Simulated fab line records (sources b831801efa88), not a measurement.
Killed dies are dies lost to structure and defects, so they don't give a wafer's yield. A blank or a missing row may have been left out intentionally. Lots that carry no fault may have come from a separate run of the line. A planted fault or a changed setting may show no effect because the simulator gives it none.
Chamber matching / flow sky130 / 4 sister chambers for SKY_FIELD_ISO_ETCH_15 on rie diel-02
The step etches the open film in CHF3/O2, stops on Si, target depth 180 nm, time 72 s. 4 wafers are shown with their chamber, then 8 later ones without.

== WAFERS PAIRED WITH THEIR CHAMBERS ==
wafer=L940.2; chamber=3; drypump motor current A (A)=6.5
wafer=L942.2; chamber=1; drypump motor current A (A)=6.1
wafer=L942.3; chamber=0; drypump motor current A (A)=6.4
wafer=L956.3; chamber=2; drypump motor current A (A)=5.9

== WAFERS MISSING THEIR CHAMBER ==
wafer=L956.4; drypump motor current A (A)=6.0
wafer=L956.5; drypump motor current A (A)=6.4
wafer=L958.2; drypump motor current A (A)=6.5
wafer=L958.3; drypump motor current A (A)=6.3
wafer=L958.4; drypump motor current A (A)=6.1
wafer=L959.2; drypump motor current A (A)=6.5
wafer=L959.5; drypump motor current A (A)=6.3
wafer=L959.6; drypump motor current A (A)=6.5

== CHAMBER TAKEN BY EACH ==
wafer=L956.4; from the rows above=can't be placed: 1 or 2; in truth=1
wafer=L956.5; from the rows above=can't be placed: 0 or 3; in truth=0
wafer=L958.2; from the rows above=can't be placed: 3 or 0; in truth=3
wafer=L958.3; from the rows above=can't be placed: 0 or 1 or 3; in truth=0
wafer=L958.4; from the rows above=1; in truth=1
wafer=L959.2; from the rows above=can't be placed: 3 or 0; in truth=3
wafer=L959.5; from the rows above=can't be placed: 0 or 1 or 3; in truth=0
wafer=L959.6; from the rows above=can't be placed: 3 or 0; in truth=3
1 of 8 placed correctly. From these rows, 7 cannot be placed; in 7 the true chamber is one of the candidates. 0 placed wrongly.
How it was worked out, from the rows above alone: a wafer's distance from a chamber is the root of the sum, over the readings, of the square of ((its reading less the chamber's mean) divided by the reading's scatter). If the next closest chamber is less than 2 further off than the closest, the wafer can't be placed; otherwise it belongs to the closest. Each chamber's mean is taken over the wafers shown for it. The scatter (one wafer shown for each chamber): square how far every hidden wafer sits from the nearest shown wafer, average those squares and take the square root.
